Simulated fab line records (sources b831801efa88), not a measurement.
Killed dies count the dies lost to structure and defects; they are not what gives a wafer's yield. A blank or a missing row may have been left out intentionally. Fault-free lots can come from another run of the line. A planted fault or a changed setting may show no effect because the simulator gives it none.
fab line records	flow sky130
record: lots: 11	wafers: 33	last_day: 50
route steps=708 shown METAL1@438 VIA1@460 PAD_OPEN@708
lots untouched by any fault: they come from a run of this same line in which no faults occurred
start_h: start of the lot's first displayed wafer, in hours after the record's first day	wait_h: time in hours since the lot's previous step	" identical to the entry in the row above	L1.1+2: a single row standing in for several wafers	- either no value or no given start	* or withheld: withheld	< > ~ a bound
route shown NAME@n: NAME is a module with steps in the file, n the number in the route of the first one	usual: average and standard deviation across the fault-free wafers	same: alike in all rows	chamber/n: place in a boat	sites: readings site by site	_std_site: standard deviation across them	_edge_site: the outer-site mean with the inner-site mean subtracted	radius_mm: for every site, how far away it sits from the centre of the wafer	mask NAME#n: copy n	behind: tool/chamber where the wafer was last shaped	hold: why the lot was held/for how many hours/how that ended	device: transistor that didn't switch, given as n, p or np	end of line: at the end of the route, the tests of the same wafers	step lacking rows: just its recipe	killed: count of dies lost to structure and defects at first sort (not the wafer's yield)	map: a wafer's dies, marking killed ones x, the rest . and places with no die _
set.NAME: the setting that was run; set.NAME@STEP: the one run at that earlier step	model.NAME: the simulator's own value behind a step, which no gauge read
steps of the route over a sample of lots; a table a step, a row a wafer
services: a tool's chamber out of use, with start hour (start_h, from the record's first day; less than 0 if before it), hours out, and reason
== steps ==
step: SKY_METAL1_SPUTTER_04
recipe: material: TiN	target_thk_nm: 70	power_w: 6500	time_s: 58.3	chamber_pressure_pa: 0.4
usual: throttle_valve_pct: 30.1/1.3
lot.wafer	tool	chamber	start_h	wait_h	throttle_valve_pct
L317.4	pvd_sputter-01	-	759.81	0.0	30.4
L317.5	"	-	"	"	32.1
L317.6	"	-	"	"	27.4
L320.2	pvd_sputter-01	-	763.09	0.0	32.1
L320.3	"	-	"	"	27.0
L320.4	"	-	"	"	29.8
L323.1	pvd_sputter-01	-	804.78	0.0	26.9
L323.5	"	-	"	"	32.4
L323.6	"	-	"	"	27.1
L324.1	pvd_sputter-04	-	805.10	0.0	28.8
L324.3	"	-	"	"	29.9
L324.6	"	-	"	"	29.7
L326.1	pvd_sputter-01	-	806.54	0.0	31.9
L326.4	"	-	"	"	30.6
L326.6	"	-	"	"	31.9
L330.3	pvd_sputter-04	-	863.85	0.0	28.6
L330.4	"	-	"	"	30.6
L330.6	"	-	"	"	28.6
L332.4	pvd_sputter-04	-	865.92	0.0	29.7
L332.5	"	-	"	"	29.8
L332.6	"	-	"	"	30.3
L333.2	pvd_sputter-01	-	869.97	0.0	32.0
L333.5	"	-	"	"	30.4
L333.6	"	-	"	"	30.2
L335.1	pvd_sputter-02	-	899.39	0.0	30.8
L335.3	"	-	"	"	30.5
L335.6	"	-	"	"	31.0
L337.2	pvd_sputter-01	-	903.29	0.0	29.9
L337.4	"	-	"	"	30.5
L337.6	"	-	"	"	26.9
L338.2	pvd_sputter-02	-	906.64	0.0	29.7
L338.3	"	-	"	"	30.7
L338.6	"	-	"	"	30.7
step: SKY_METAL1_DESCUM_17
recipe: chemistry: O2	source_power_w: 150	bias_power_w: 0	pressure_mtorr: 10	temp_c: 40	time_s: 8
usual: drypump_motor_current_A: 6.0/0.53	oes_product_au: 0.998/0.0093
lot.wafer	tool	chamber	start_h	wait_h	drypump_motor_current_A	oes_product_au	rf_hours_counter_h
L317.4	rie_metal-04	0	786.52	0.0	5.3	0.998	-
L317.5	"	0	"	"	5.3	1.012	-
L317.6	"	0	"	"	5.3	1.007	-
L320.2	rie_metal-02	0	789.29	0.0	6.8	0.988	-
L320.3	"	0	"	"	6.8	0.984	-
L320.4	"	0	"	"	6.8	0.991	-
L323.1	rie_metal-02	1	831.13	0.0	5.8	0.999	1
L323.5	"	0	"	"	6.7	1.005	-
L323.6	"	1	"	"	5.8	1.000	-
L324.1	rie_metal-04	1	831.71	0.0	6.0	0.976	3
L324.3	"	0	"	"	5.3	1.000	-
L324.6	"	1	"	"	6.1	0.979	-
L326.1	rie_metal-01	0	832.73	0.0	5.9	1.006	8
L326.4	"	1	"	"	5.7	1.009	-
L326.6	"	0	"	"	5.9	1.002	-
L330.3	rie_metal-04	0	889.94	0.0	5.3	0.995	-
L330.4	"	1	"	"	6.1	0.985	-
L330.6	"	0	"	"	5.3	0.985	-
L332.4	rie_metal-02	0	891.90	0.0	6.8	0.999	-
L332.5	"	0	"	"	6.8	0.995	-
L332.6	"	1	"	"	5.8	0.999	-
L333.2	rie_metal-04	0	895.83	0.0	5.3	0.979	10
L333.5	"	0	"	"	5.3	0.975	-
L333.6	"	1	"	"	6.1	0.978	-
L335.1	rie_metal-04	0	924.68	0.0	5.3	0.990	12
L335.3	"	0	"	"	5.3	0.994	-
L335.6	"	0	"	"	5.3	0.981	-
L337.2	rie_metal-02	1	928.15	0.0	5.8	1.000	6
L337.4	"	0	"	"	6.8	0.999	-
L337.6	"	0	"	"	6.7	0.997	-
L338.2	rie_metal-02	1	931.79	0.0	5.8	0.994	6
L338.3	"	1	"	"	5.8	1.001	-
L338.6	"	0	"	"	6.7	0.996	-
step: SKY_VIA1_CMP_02
recipe: material: SiO2	down_force_psi: 4	platen_rpm: 60	pad_velocity_m_s: 0.94248
usual: edge_zone_pressure_frac: 0.999/0.0049	head_pressure_psi: 4.000/0.0094	motor_current_A: 12.4/1	platen_rpm: 60.00/0.042	retaining_ring_pressure_frac: 1.000/0.0047	slurry_flow_ml_min: 149.9/0.48
lot.wafer	tool	chamber	start_h	wait_h	edge_zone_pressure_frac	head_pressure_psi	motor_current_A	platen_rpm	retaining_ring_pressure_frac	slurry_flow_ml_min
L317.4	cmp-01	3	787.67	0.1	1.000	3.992	12.4	59.96	1.005	150.5
L317.6	"	2	"	"	0.993	4.002	13.3	60.03	0.999	149.2
L317.5	"	3	"	"	1.006	3.991	12.5	59.98	1.008	149.3
L320.4	cmp-02	3	790.41	0.0	0.995	3.992	11.1	59.91	1.008	150.5
L320.3	"	1	"	"	1.001	3.981	13.2	60.04	0.992	150.3
L320.2	"	2	"	"	1.001	3.992	12.2	59.99	1.005	150.4
L323.1	cmp-01	2	832.41	0.4	-	-	-	-	-	-
L323.6	"	3	"	"	-	-	-	-	-	-
L323.5	"	0	"	"	-	-	-	-	-	-
L324.1	cmp-01	0	832.67	0.1	-	-	-	-	-	-
L324.3	"	2	"	"	-	-	-	-	-	-
L324.6	"	0	"	"	-	-	-	-	-	-
L326.4	cmp-01	1	833.86	0.1	-	-	-	-	-	-
L326.1	"	2	"	"	-	-	-	-	-	-
L326.6	"	3	"	"	-	-	-	-	-	-
L330.3	cmp-01	3	891.27	0.1	1.008	4.000	12.5	60.03	1.010	150.2
L330.4	"	1	"	"	1.007	4.007	12.2	59.99	1.004	149.8
L330.6	"	2	"	"	1.003	3.993	14.5	59.98	1.005	150.0
L332.4	cmp-02	1	893.03	0.1	1.005	4.006	13.8	60.04	0.996	149.1
L332.6	"	3	"	"	0.999	4.005	10.6	60.04	0.996	150.2
L332.5	"	0	"	"	1.001	4.000	11.4	59.99	1.002	150.2
L333.2	cmp-02	2	896.95	0.1	1.005	4.008	11.9	60.00	0.995	150.5
L333.5	"	0	"	"	0.988	3.997	11.8	60.02	1.000	149.8
L333.6	"	1	"	"	1.007	3.983	13.6	60.04	1.002	150.1
L335.3	cmp-01	2	925.68	0.1	1.004	3.977	13.9	59.97	1.000	150.4
L335.1	"	3	"	"	0.998	4.010	12.9	59.96	0.998	149.3
L335.6	"	2	"	"	1.007	3.993	13.7	60.00	0.997	150.3
L337.4	cmp-01	0	929.31	0.2	1.005	3.996	13.7	60.01	0.992	149.6
L337.2	"	2	"	"	0.998	4.016	13.4	59.95	0.996	150.3
L337.6	"	0	"	"	0.996	3.989	13.3	60.02	0.997	148.9
L338.3	cmp-01	1	932.74	0.0	0.993	3.998	11.7	60.02	0.997	149.1
L338.2	"	3	"	"	1.000	4.014	11.8	59.95	1.008	149.3
L338.6	"	2	"	"	0.992	4.014	13.5	59.99	1.007	150.1
step: SKY_VIA1_BOW_MEAS_03
recipe: mode: bow
usual: VIA1_BOW: 80/6.7
lot.wafer	tool	chamber	start_h	wait_h	VIA1_BOW[um]
L317.4	film_metro-03	-	787.98	0.3	71
L317.5	"	-	"	"	71
L317.6	"	-	"	"	88
L320.2	film_metro-04	-	790.73	0.1	84
L320.3	"	-	"	"	84
L320.4	"	-	"	"	84
L323.1	film_metro-04	-	832.56	0.1	113
L323.5	"	-	"	"	111
L323.6	"	-	"	"	117
L324.1	film_metro-01	-	832.97	0.2	109
L324.3	"	-	"	"	109
L324.6	"	-	"	"	108
L326.1	film_metro-03	-	834.06	0.1	116
L326.4	"	-	"	"	110
L326.6	"	-	"	"	105
L330.3	film_metro-01	-	891.56	0.2	80
L330.4	"	-	"	"	85
L330.6	"	-	"	"	76
L332.4	film_metro-01	-	893.29	0.2	94
L332.5	"	-	"	"	84
L332.6	"	-	"	"	85
L333.2	film_metro-04	-	897.17	0.2	64
L333.5	"	-	"	"	74
L333.6	"	-	"	"	67
L335.1	film_metro-01	-	925.93	0.1	65
L335.3	"	-	"	"	81
L335.6	"	-	"	"	75
L337.2	film_metro-01	-	929.58	0.1	79
L337.4	"	-	"	"	85
L337.6	"	-	"	"	85
L338.2	film_metro-04	-	933.06	0.2	70
L338.3	"	-	"	"	78
L338.6	"	-	"	"	75
step: SKY_VIA1_ETCH_15
recipe: target: SiO2	chemistry: C4F8/O2/Ar	target_depth_nm: 351	stop_on: TiN	mask_material: KrF-thick	source_w: 1500	bias_w: 1200	pressure_mtorr: 40	c4f8_flow_sccm: withheld	O2_flow_sccm: 6	Ar_flow_sccm: 300	time_s: 54
usual: oes_product_au: 0.981/0.0063
lot.wafer	tool	chamber	start_h	wait_h	oes_product_au	rf_hours_counter_h
L317.4	rie_diel-01	3	813.85	0.0	0.985	-
L317.5	"	0	"	"	0.978	-
L317.6	"	1	"	"	0.971	-
L320.2	rie_diel-02	2	817.78	0.0	0.974	8
L320.3	"	1	"	"	0.983	0
L320.4	"	0	"	"	0.983	21
L323.1	rie_diel-02	1	858.47	0.0	1.653	2
L323.5	"	0	"	"	1.628	-
L323.6	"	2	"	"	1.613	-
L324.1	rie_diel-04	3	859.12	0.0	1.571	7
L324.3	"	1	"	"	1.611	10
L324.6	"	3	"	"	1.562	-
L326.1	rie_diel-01	3	860.03	0.0	1.636	17
L326.4	"	0	"	"	1.673	-
L326.6	"	3	"	"	1.650	-
L330.3	rie_diel-01	0	914.83	0.0	0.976	12
L330.4	"	1	"	"	0.988	-
L330.6	"	3	"	"	0.981	-
L332.4	rie_diel-02	0	918.72	0.0	0.985	24
L332.5	"	3	"	"	0.979	-
L332.6	"	2	"	"	0.980	-
L333.2	rie_diel-01	0	921.87	0.0	0.983	12
L333.5	"	0	"	"	0.989	-
L333.6	"	1	"	"	0.983	-
L335.1	rie_diel-01	0	950.47	0.0	0.986	13
L335.3	"	3	"	"	0.980	19
L335.6	"	1	"	"	0.976	-
L337.2	rie_diel-01	0	954.42	0.0	0.979	13
L337.4	"	3	"	"	0.982	19
L337.6	"	0	"	"	0.985	-
L338.2	rie_diel-04	3	956.77	0.0	0.969	10
L338.3	"	2	"	"	0.973	16
L338.6	"	3	"	"	0.967	-
step: SKY_VIA1_CVD_21
recipe: material: W	target_thk_nm: 270	time_s: 80.902	temp_c: 400	pressure_torr: 40
usual: heater_power_w: 839/33
lot.wafer	tool	chamber	start_h	wait_h	heater_power_w
L317.4	cvd_w-01	1	814.56	0.1	878
L317.5	"	0	"	"	838
L317.6	"	1	"	"	877
L320.2	cvd_w-02	0	818.48	0.0	896
L320.3	"	0	"	"	849
L320.4	"	1	"	"	831
L323.1	cvd_w-01	1	859.17	0.0	875
L323.5	"	1	"	"	899
L323.6	"	0	"	"	837
L324.1	cvd_w-02	0	859.82	0.0	852
L324.3	"	0	"	"	874
L324.6	"	1	"	"	867
L326.1	cvd_w-01	1	860.73	0.0	881
L326.4	"	0	"	"	837
L326.6	"	0	"	"	832
L330.3	cvd_w-02	0	915.56	0.1	853
L330.4	"	1	"	"	854
L330.6	"	0	"	"	887
L332.4	cvd_w-01	0	919.45	0.1	774
L332.5	"	1	"	"	798
L332.6	"	0	"	"	793
L333.2	cvd_w-01	0	922.57	0.0	773
L333.5	"	1	"	"	802
L333.6	"	0	"	"	772
L335.1	cvd_w-01	1	951.23	0.0	814
L335.3	"	1	"	"	802
L335.6	"	1	"	"	801
L337.2	cvd_w-01	1	955.52	0.0	807
L337.4	"	0	"	"	782
L337.6	"	0	"	"	785
L338.2	cvd_w-01	1	957.59	0.0	773
L338.3	"	0	"	"	810
L338.6	"	1	"	"	807
step: SKY_PAD_OPEN_PROBE_99
usual: defect_limited_yield: 82.6/1.9	killed_at_M0_to_M3: 43/7.2	killed_at_M4_up: 3.5/2	killed_at_contacts: 24/5.2	killed_at_front_end: 15/4.4	killed_at_other: 0.2/0.48	killed_dies: 85/9.4	killed_on_rim: 16/3.7	killed_open: 46/7.3	killed_short: 39/6.1	sort_bin_3_pad_short: 0.8/0.37	sort_bin_5_function: 10.2/1.4	sort_bin_6_memory: 6.3/1.1	sort_n_pass: 407/9.4	sort_yield_pct: 82.6/1.9
same: gross_dies: 492	killed_at_back_side: 0	sort_bin_4_leakage[%]: 0	sort_bin_8_speed[%]: 0
lot.wafer	tool	chamber	start_h	wait_h	defect_limited_yield[%]	killed_at_M0_to_M3	killed_at_M4_up	killed_at_contacts	killed_at_front_end	killed_at_other	killed_dies	killed_on_rim	killed_open	killed_short	sort_bin_3_pad_short[%]	sort_bin_5_function[%]	sort_bin_6_memory[%]	sort_n_pass	sort_yield_pct[%]
L317.4	prober-01	-	1097.87	0.2	81.5	47	3	30	11	0	91	22	46	45	0.8	10.4	7.3	401	81.5
L317.5	prober-01	-	1097.92	0.2	79.9	45	3	34	17	0	99	18	61	38	1.2	10.4	8.5	393	79.9
L317.6	prober-01	-	1097.97	0.2	80.7	43	7	32	13	0	95	19	55	38	1.0	11.4	6.9	397	80.7
L320.2	prober-01	-	1100.77	0.1	81.9	52	1	27	9	0	89	17	56	33	0	10.8	7.3	403	81.9
L320.3	prober-01	-	1100.82	0.2	80.7	53	7	19	16	0	95	18	59	36	1.0	11.6	6.7	397	80.7
L320.4	prober-01	-	1100.87	0.2	85.2	35	6	21	11	0	73	13	38	35	1.2	10.0	3.7	419	85.2
L324.1	prober-01	-	1125.65	0.1	0	439	2	34	17	0	492	96	53	34	0.4	93.9	5.7	0	0
L324.3	prober-01	-	1125.75	0.2	0	452	4	25	11	0	492	96	33	40	0.4	93.9	5.7	0	0
L324.6	prober-01	-	1125.90	0.2	0	441	5	32	13	1	492	96	49	42	0.8	93.7	5.5	0	0
L323.1	prober-01	-	1127.15	0.1	0	455	1	22	14	0	492	96	42	37	0.6	94.3	5.1	0	0
L323.5	prober-01	-	1127.35	0.2	0	459	3	16	14	0	492	96	30	44	0.4	92.7	6.9	0	0
L323.6	prober-01	-	1127.40	0.2	0	461	1	16	14	0	492	96	39	38	1.2	93.5	5.3	0	0
L326.1	prober-02	-	1127.15	0.1	0	448	4	22	18	0	492	96	42	37	0.6	93.9	5.5	0	0
L326.4	prober-02	-	1127.30	0.2	0	450	2	29	10	1	492	96	40	38	1.0	93.1	5.9	0	0
L326.6	prober-02	-	1127.40	0.2	0	457	0	21	14	0	492	96	34	30	0.8	94.9	4.3	0	0
L330.3	prober-01	-	1166.68	0.2	83.9	36	1	25	16	1	79	18	43	36	1.4	7.5	7.1	413	83.9
L330.4	prober-01	-	1166.73	0.2	81.1	31	3	28	31	0	93	15	52	41	0.6	11.8	6.5	399	81.1
L330.6	prober-01	-	1166.83	0.2	82.7	37	2	25	21	0	85	19	43	42	0.8	12.4	4.1	407	82.7
L332.4	prober-02	-	1169.76	0.2	81.1	48	2	27	16	0	93	22	46	46	0.8	11.2	6.9	399	81.1
L332.5	prober-02	-	1169.81	0.2	82.9	33	1	31	19	0	84	13	56	28	0.8	10.0	6.3	408	82.9
L332.6	prober-02	-	1169.86	0.2	81.1	48	2	27	16	0	93	22	50	43	1.4	10.2	7.3	399	81.1
L333.2	prober-01	-	1172.40	0.1	82.5	40	7	30	9	0	86	11	45	40	1.0	12.2	4.3	406	82.5
L333.5	prober-01	-	1172.55	0.2	83.3	48	2	20	12	0	82	23	48	34	1.2	9.1	6.3	410	83.3
L333.6	prober-01	-	1172.60	0.2	88.0	32	2	16	9	0	59	12	28	31	0	8.1	3.9	433	88.0
L335.1	prober-02	-	1192.27	0.1	81.9	39	5	28	16	1	89	16	44	45	1.6	11.0	5.5	403	81.9
L335.3	prober-02	-	1192.37	0.2	81.1	51	4	27	11	0	93	20	57	36	0.8	11.6	6.5	399	81.1
L335.6	prober-02	-	1192.52	0.2	84.3	29	6	30	12	0	77	19	46	31	0.4	7.9	7.3	415	84.3
L337.2	prober-01	-	1197.73	0.1	82.7	32	3	29	21	0	85	18	37	48	0.6	10.2	6.5	407	82.7
L337.4	prober-01	-	1197.83	0.2	80.3	44	2	32	19	0	97	20	53	44	0.8	11.0	7.9	395	80.3
L337.6	prober-01	-	1197.93	0.2	82.1	49	5	19	14	1	88	16	48	40	0.4	11.2	6.3	404	82.1
L338.2	prober-02	-	1199.09	0.1	80.3	48	6	21	22	0	97	16	45	52	1.2	12.4	6.1	395	80.3
L338.3	prober-02	-	1199.14	0.2	81.3	47	2	23	20	0	92	17	43	47	0.2	11.6	6.9	400	81.3
L338.6	prober-02	-	1199.29	0.2	80.9	50	5	20	19	0	94	11	45	49	1.2	11.2	6.7	398	80.9
killed by level:class
L317.4 CONTACT:geometric_particle:open=10 LI_CONTACT:geometric_particle:open=7 VIA1:geometric_particle:open=7 METAL2:geometric_particle:short=7 VIA2:geometric_particle:open=7 VIA3:geometric_particle:open=6 LI_CONTACT:geometric_particle:short=5 METAL1:geometric_particle:short=5
L317.5 VIA1:geometric_particle:open=16 CONTACT:geometric_particle:open=13 CONTACT:geometric_particle:short=10 LI_CONTACT:geometric_particle:open=7 VIA2:geometric_particle:open=6 VIA1:geometric_particle:short=5 FIELD_ISO:geometric_particle:open=4 METAL1:geometric_particle:short=4
L317.6 VIA2:geometric_particle:open=10 LI_CONTACT:geometric_particle:open=8 CONTACT:geometric_particle:open=7 VIA1:geometric_particle:open=7 VIA3:geometric_particle:open=6 VIA1:geometric_particle:short=5 FIELD_ISO:geometric_particle:open=4 LI_CONTACT:geometric_particle:short=4
L320.2 VIA1:geometric_particle:open=13 VIA3:geometric_particle:open=12 LI_CONTACT:geometric_particle:open=10 CONTACT:geometric_particle:open=8 LI_CONTACT:geometric_particle:short=5 VIA3:geometric_particle:short=5 METAL1:geometric_particle:open=4 METAL1:geometric_particle:short=4
L320.3 VIA1:geometric_particle:open=14 VIA2:geometric_particle:open=12 CONTACT:geometric_particle:open=10 VIA1:geometric_particle:short=7 VIA3:geometric_particle:open=7 POLY_GATE:geometric_particle:short=6 FIELD_ISO:geometric_particle:open=5 METAL1:geometric_particle:short=5
L320.4 CONTACT:geometric_particle:open=9 FIELD_ISO:geometric_particle:short=6 METAL3:geometric_particle:short=6 VIA3:geometric_particle:open=6 VIA2:geometric_particle:open=5 VIA3:geometric_particle:short=4 LI_CONTACT:geometric_particle:open=4 VIA1:geometric_particle:open=4
L324.1 VIA1:area_cmp=405 CONTACT:geometric_particle:open=15 LI_CONTACT:geometric_particle:open=11 VIA2:geometric_particle:open=9 FIELD_ISO:geometric_particle:short=7 VIA1:geometric_particle:open=6 METAL2:geometric_particle:short=5 VIA3:geometric_particle:open=4
L324.3 VIA1:area_cmp=418 CONTACT:geometric_particle:short=9 METAL1:geometric_particle:short=8 CONTACT:geometric_particle:open=7 VIA2:geometric_particle:open=5 FIELD_ISO:geometric_particle:short=4 LI_CONTACT:geometric_particle:short=3 POLY_GATE:geometric_particle:short=3
L324.6 VIA1:area_cmp=400 CONTACT:geometric_particle:open=12 LI_CONTACT:geometric_particle:open=8 VIA2:geometric_particle:open=8 METAL1:geometric_particle:short=7 VIA1:geometric_particle:open=7 VIA1:geometric_particle:short=4 LI_CONTACT:geometric_particle:short=4
L323.1 VIA1:area_cmp=413 CONTACT:geometric_particle:open=9 LI_CONTACT:geometric_particle:open=7 VIA3:geometric_particle:open=7 METAL1:geometric_particle:short=6 VIA1:geometric_particle:open=6 VIA2:geometric_particle:short=6 VIA1:geometric_particle:short=5
L326.1 VIA1:area_cmp=413 VIA1:geometric_particle:open=7 FIELD_ISO:geometric_particle:short=5 LI_CONTACT:geometric_particle:short=5 LI_CONTACT:geometric_particle:open=5 CONTACT:geometric_particle:open=5 VIA3:geometric_particle:open=5 VIA3:geometric_particle:short=5
L326.4 VIA1:area_cmp=414 LI_CONTACT:geometric_particle:open=11 CONTACT:geometric_particle:open=7 VIA3:geometric_particle:short=6 VIA2:geometric_particle:open=6 VIA1:geometric_particle:open=5 CONTACT:geometric_particle:short=4 METAL1:geometric_particle:short=4
L323.5 VIA1:area_cmp=418 METAL1:geometric_particle:short=8 METAL2:geometric_particle:short=7 CONTACT:geometric_particle:open=6 VIA1:geometric_particle:open=5 VIA2:geometric_particle:open=5 FIELD_ISO:geometric_particle:short=4 POLY_GATE:geometric_particle:short=4
L323.6 VIA1:area_cmp=415 VIA1:geometric_particle:open=9 CONTACT:geometric_particle:open=7 METAL1:geometric_particle:short=6 VIA2:geometric_particle:open=6 FIELD_ISO:geometric_particle:short=5 LI_CONTACT:geometric_particle:open=5 VIA3:geometric_particle:open=5
L326.6 VIA1:area_cmp=428 LI_CONTACT:geometric_particle:open=8 CONTACT:geometric_particle:open=8 METAL1:geometric_particle:short=5 FIELD_ISO:geometric_particle:short=4 VIA2:geometric_particle:open=4 VIA3:geometric_particle:open=4 CONTACT:geometric_particle:short=3
L330.3 CONTACT:geometric_particle:open=9 VIA1:geometric_particle:open=9 CONTACT:geometric_particle:short=6 POLY_GATE:geometric_particle:short=6 METAL2:geometric_particle:short=6 LOCAL_INTERCONNECT:geometric_particle:open=4 METAL1:geometric_particle:short=4 VIA3:geometric_particle:open=4
L330.4 POLY_GATE:geometric_particle:short=9 FIELD_ISO:geometric_particle:open=8 VIA1:geometric_particle:open=8 CONTACT:geometric_particle:open=8 LOCAL_INTERCONNECT:geometric_particle:short=7 POLY_GATE:geometric_particle:open=6 VIA2:geometric_particle:open=5 LI_CONTACT:geometric_particle:short=4
L330.6 VIA2:geometric_particle:open=8 LI_CONTACT:geometric_particle:open=7 VIA1:geometric_particle:short=7 FIELD_ISO:geometric_particle:open=6 CONTACT:geometric_particle:short=6 CONTACT:geometric_particle:open=6 FIELD_ISO:geometric_particle:short=4 POLY_GATE:geometric_particle:short=4
L332.4 CONTACT:geometric_particle:open=11 VIA1:geometric_particle:open=10 VIA3:geometric_particle:open=10 FIELD_ISO:geometric_particle:short=7 CONTACT:geometric_particle:short=7 LOCAL_INTERCONNECT:geometric_particle:short=6 VIA2:geometric_particle:open=6 METAL3:geometric_particle:short=5
L332.5 CONTACT:geometric_particle:open=10 LI_CONTACT:geometric_particle:open=9 VIA3:geometric_particle:open=8 VIA1:geometric_particle:open=7 FIELD_ISO:geometric_particle:open=6 POLY_GATE:geometric_particle:short=5 CONTACT:geometric_particle:short=5 VIA2:geometric_particle:open=5
L332.6 VIA1:geometric_particle:open=13 CONTACT:geometric_particle:open=8 LI_CONTACT:geometric_particle:open=8 VIA2:geometric_particle:open=8 FIELD_ISO:geometric_particle:short=6 METAL3:geometric_particle:short=5 POLY_GATE:geometric_particle:short=4 METAL1:geometric_particle:short=4
L333.2 CONTACT:geometric_particle:open=13 VIA1:geometric_particle:open=12 LI_CONTACT:geometric_particle:open=8 METAL2:geometric_particle:short=7 CONTACT:geometric_particle:short=6 METAL1:geometric_particle:short=5 FIELD_ISO:geometric_particle:short=3 VIA1:geometric_particle:short=3
L333.5 CONTACT:geometric_particle:open=11 VIA1:geometric_particle:open=8 VIA2:geometric_particle:open=7 VIA3:geometric_particle:short=6 FIELD_ISO:geometric_particle:open=5 VIA1:geometric_particle:short=5 VIA3:geometric_particle:open=5 METAL2:geometric_particle:short=4
L333.6 CONTACT:geometric_particle:open=7 VIA2:geometric_particle:open=6 VIA1:geometric_particle:open=5 CONTACT:geometric_particle:short=4 METAL2:geometric_particle:short=4 VIA3:geometric_particle:open=4 LI_CONTACT:geometric_particle:open=3 METAL1:geometric_particle:short=3
L335.1 CONTACT:geometric_particle:open=10 LOCAL_INTERCONNECT:geometric_particle:short=9 VIA1:geometric_particle:open=8 VIA2:geometric_particle:open=7 POLY_GATE:geometric_particle:short=4 CONTACT:geometric_particle:short=4 METAL2:geometric_particle:short=4 VIA3:geometric_particle:open=4
L335.3 VIA1:geometric_particle:open=14 LI_CONTACT:geometric_particle:open=10 VIA3:geometric_particle:open=10 METAL1:geometric_particle:short=6 FIELD_ISO:geometric_particle:open=5 CONTACT:geometric_particle:open=5 VIA2:geometric_particle:open=5 LI_CONTACT:geometric_particle:short=4
L335.6 CONTACT:geometric_particle:open=17 VIA1:geometric_particle:open=6 LI_CONTACT:geometric_particle:open=5 METAL2:geometric_particle:short=5 LOCAL_INTERCONNECT:geometric_particle:short=4 CONTACT:geometric_particle:short=4 VIA3:geometric_particle:open=4 VIA2:geometric_particle:open=4
L337.2 CONTACT:geometric_particle:open=10 POLY_GATE:geometric_particle:short=8 LI_CONTACT:geometric_particle:open=8 VIA1:geometric_particle:short=7 VIA1:geometric_particle:open=7 FIELD_ISO:geometric_particle:short=4 LOCAL_INTERCONNECT:geometric_particle:short=4 CONTACT:geometric_particle:short=4
L337.4 VIA1:geometric_particle:open=14 CONTACT:geometric_particle:short=9 CONTACT:geometric_particle:open=9 VIA3:geometric_particle:open=8 LI_CONTACT:geometric_particle:open=7 VIA1:geometric_particle:short=7 FIELD_ISO:geometric_particle:short=6 FIELD_ISO:geometric_particle:open=4
L337.6 VIA1:geometric_particle:open=11 CONTACT:geometric_particle:open=10 VIA2:geometric_particle:open=8 VIA3:geometric_particle:open=7 METAL1:geometric_particle:short=6 METAL3:geometric_particle:short=6 VIA1:geometric_particle:short=5 FIELD_ISO:geometric_particle:open=4
L338.2 CONTACT:geometric_particle:open=11 METAL1:geometric_particle:short=11 VIA1:geometric_particle:open=9 VIA2:geometric_particle:short=8 POLY_GATE:geometric_particle:short=6 FIELD_ISO:geometric_particle:open=5 LI_CONTACT:geometric_particle:open=4 METAL4:geometric_particle:short=4
L338.3 VIA1:geometric_particle:open=8 VIA1:geometric_particle:short=7 CONTACT:geometric_particle:open=7 METAL1:geometric_particle:short=7 POLY_GATE:geometric_particle:short=6 METAL2:geometric_particle:short=6 CONTACT:geometric_particle:short=5 VIA2:geometric_particle:open=5
L338.6 VIA1:geometric_particle:open=10 POLY_GATE:geometric_particle:open=8 VIA3:geometric_particle:open=7 CONTACT:geometric_particle:open=6 POLY_GATE:geometric_particle:short=5 METAL1:geometric_particle:short=5 METAL2:geometric_particle:short=5 VIA2:geometric_particle:short=5
== services ==
tool	chamber	start_h	hours	kind
rie_metal-04	-	739.56	0.6	repair
cmp-01	-	742.47	1.5	repair
cvd_w-01	-	745.46	4.3	pm
cmp-02	-	749.27	0.5	repair
cmp-01	-	751.26	8.9	pm
cmp-02	-	755.12	4.0	pm
cmp-01	-	760.17	4.5	pm
rie_metal-02	1	761.79	11.8	repair
rie_metal-04	-	763.00	2.8	pm
rie_diel-01	0	767.76	4.2	repair
cmp-02	-	778.03	1.2	repair
rie_metal-04	1	782.99	12.2	repair
cmp-02	-	787.16	1.4	repair
rie_diel-01	2	806.97	22.0	repair
cmp-02	-	817.41	0.7	repair
cmp-02	-	822.45	20.0	pm
pvd_sputter-01	-	885.11	7.9	repair
cvd_w-01	-	904.00	14.0	pm
cmp-01	-	912.13	4.0	pm
rie_diel-01	2	913.43	1.4	repair
pvd_sputter-01	-	921.14	2.2	repair
rie_diel-01	3	925.66	6.9	repair
cmp-01	-	945.39	8.3	repair
rie_diel-01	-	955.98	0.9	repair
== key ==
first_sign: step: SKY_VIA1_CMP_02	reading: tool_record	direction: missing
effect: step: SKY_VIA1_BOW_MEAS_03	reading: VIA1_BOW	direction: up	sigmas: 4.7	usual: 80	struck: 111
effect: step: SKY_VIA1_ETCH_15	reading: oes_product_au	direction: up	sigmas: 99+	usual: 0.981	struck: 1.622
effect: step: SKY_PAD_OPEN_PROBE_99	reading: sort_bin_5_function	direction: up	sigmas: 60	usual: 10.2	struck: 93.8
more_kills_born_at: SKY_VIA1_CMP_02@cmp-01: 3700
met_at SKY_VIA1_CMP_02
struck_lots L323,L324,L326
later_rows_left_out L323.1,L323.5,L323.6,L324.1,L324.3,L324.6,L326.1,L326.4,L326.6
not_acting_at SKY_METAL1_SPUTTER_04,SKY_METAL1_DESCUM_17,SKY_VIA1_CVD_21
onset_between 787.67 832.41
fault: kind: skipped_step_whole	tool: cmp-01	chamber: -	onset_h: 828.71	steps: SKY_VIA1_CMP_02	scope: struck_lots_only
later_rows_left_out: the simulator's readings of these wafers behind a module that went badly wrong aren't trusted and aren't shown, but for the sort
